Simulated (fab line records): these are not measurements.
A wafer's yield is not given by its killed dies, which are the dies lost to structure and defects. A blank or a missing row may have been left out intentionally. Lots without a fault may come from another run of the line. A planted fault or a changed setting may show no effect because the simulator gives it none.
Check of tool commonality + flow gf180mcu + 11 lots, 33 wafers sampled

WHY IT WAS OPENED
Of 11 lots, 2 have the reading NSD_RS flagged at GF_PSD_RS_MEAS_14. Wafers without a fault read 46.15 ohm/sq, standard deviation 0.085.
Rule: flag the lot when none of its wafers has a number, or when each of its wafers that has one lies beyond 4 standard deviations from that mean. All remaining lots are regarded as sound.

| lot  | measured     | on            | NSD_RS (ohm/sq), wafer by wafer | flag    |
|------|--------------|---------------|---------------------------------|---------|
| L196 | day 14 03:47 | film-metro-04 | 46.22 45.92 46.16               |         |
| L198 | day 15 00:16 | film-metro-04 | 46.07 46.08 46.11               |         |
| L199 | day 15 06:40 | film-metro-04 | 46.02 46.13 46.19               |         |
| L200 | day 15 15:11 | film-metro-02 | 46.11 46.14 46.21               |         |
| L201 | day 15 20:57 | film-metro-03 | 46.84 46.72 46.68               | FLAGGED |
| L202 | day 16 09:43 | film-metro-04 | 46.74 46.84 46.68               | FLAGGED |
| L212 | day 19 19:32 | film-metro-02 | 46.06 46.34 46.11               |         |
| L215 | day 21 05:41 | film-metro-03 | 46.20 46.17 46.22               |         |
| L217 | day 21 16:46 | film-metro-03 | 46.24 46.20 46.21               |         |
| L219 | day 22 10:44 | film-metro-03 | 46.01 46.03 46.00               |         |
| L218 | day 22 11:02 | film-metro-02 | 46.25 46.18 46.33               |         |
On average the flagged lots' numbers are 46.75 ohm/sq, which is +0.60 ohm/sq against the usual, or +7 standard deviations.

LOT BY LOT: THE TOOL USED
The record holds 2 process steps before the reading, out of a route of 602 steps. Each cell gives the tool, then ch followed by the chambers the sampled wafers passed through, then the start.
| lot  | flag    | GF_NSD_IMPLANT_09               | GF_NSD_STRIP_11                      |
|------|---------|---------------------------------|--------------------------------------|
| L196 |         | implanter-01 ch 0, day 13 07:01 | plasma-asher-01 ch 0,1, day 13 07:17 |
| L198 |         | implanter-03 ch 0, day 14 02:34 | plasma-asher-01 ch 0,1, day 14 02:50 |
| L199 |         | implanter-02 ch 0, day 14 08:50 | plasma-asher-03 ch 0,1, day 14 09:05 |
| L200 |         | implanter-02 ch 0, day 14 16:44 | plasma-asher-01 ch 0,1, day 14 17:02 |
| L201 | FLAGGED | implanter-02 ch 0, day 14 22:55 | plasma-asher-04 ch 0,1, day 14 23:13 |
| L202 | FLAGGED | implanter-02 ch 0, day 15 10:43 | plasma-asher-04 ch 0,1, day 15 10:59 |
| L212 |         | implanter-01 ch 0, day 18 18:33 | plasma-asher-04 ch 0,1, day 18 18:50 |
| L215 |         | implanter-02 ch 0, day 20 05:46 | plasma-asher-01 ch 0, day 20 06:04   |
| L217 |         | implanter-02 ch 0, day 20 16:52 | plasma-asher-03 ch 0,1, day 20 17:09 |
| L219 |         | implanter-02 ch 0, day 21 10:09 | plasma-asher-01 ch 0,1, day 21 10:27 |
| L218 |         | implanter-03 ch 0, day 21 10:21 | plasma-asher-04 ch 0,1, day 21 10:39 |
What the steps here do:
- GF_NSD_IMPLANT_09
- GF_NSD_STRIP_11: strips in O2/N2.
- GF_PSD_RS_MEAS_14: measures by four-point-probe.

FLAGGED AGAINST TOTAL, ONE TOOL AT A TIME (gauges that did the reading follow at the end)
| step              | tool            | lots run | flagged | share of the flagged lots | sound lots run after its first flagged lot |
|-------------------|-----------------|----------|---------|---------------------------|--------------------------------------------|
| GF_NSD_IMPLANT_09 | implanter-01    | 2        | 0       | none                      | -                                          |
| GF_NSD_IMPLANT_09 | implanter-02    | 7        | 2       | all                       | 3 (L215,L217,L219)                         |
| GF_NSD_IMPLANT_09 | implanter-03    | 2        | 0       | none                      | -                                          |
| GF_NSD_STRIP_11   | plasma-asher-01 | 5        | 0       | none                      | -                                          |
| GF_NSD_STRIP_11   | plasma-asher-03 | 2        | 0       | none                      | -                                          |
| GF_NSD_STRIP_11   | plasma-asher-04 | 4        | 2       | all                       | 2 (L212,L218)                              |
| GF_PSD_RS_MEAS_14 | film-metro-02   | 3        | 0       | none                      | -                                          |
| GF_PSD_RS_MEAS_14 | film-metro-03   | 4        | 1       | some                      | 3 (L215,L217,L219)                         |
| GF_PSD_RS_MEAS_14 | film-metro-04   | 4        | 1       | some                      | 0                                          |

THE TABLE: WHAT IT ALLOWS
Every flagged lot went through 2 rows of the table: implanter-02 at GF_NSD_IMPLANT_09 and plasma-asher-04 at GF_NSD_STRIP_11.
- implanter-02 at GF_NSD_IMPLANT_09: 2 of its 7 lots flagged. Sound lots followed the first flagged one (L215, L217, L219) on it, something a lasting fault affecting the whole tool could not allow.
- plasma-asher-04 at GF_NSD_STRIP_11: 2 of its 4 lots flagged. Sound lots followed the first flagged one (L212, L218) on it, something a lasting fault affecting the whole tool could not allow. Its own readings lie more than 4 standard deviations out on every wafer of the flagged lots: strip-time-to-endpoint-s.
No row of the table ran every flagged lot and no sound lot after the first.

WHAT THE SIMULATOR HAD PUT IN
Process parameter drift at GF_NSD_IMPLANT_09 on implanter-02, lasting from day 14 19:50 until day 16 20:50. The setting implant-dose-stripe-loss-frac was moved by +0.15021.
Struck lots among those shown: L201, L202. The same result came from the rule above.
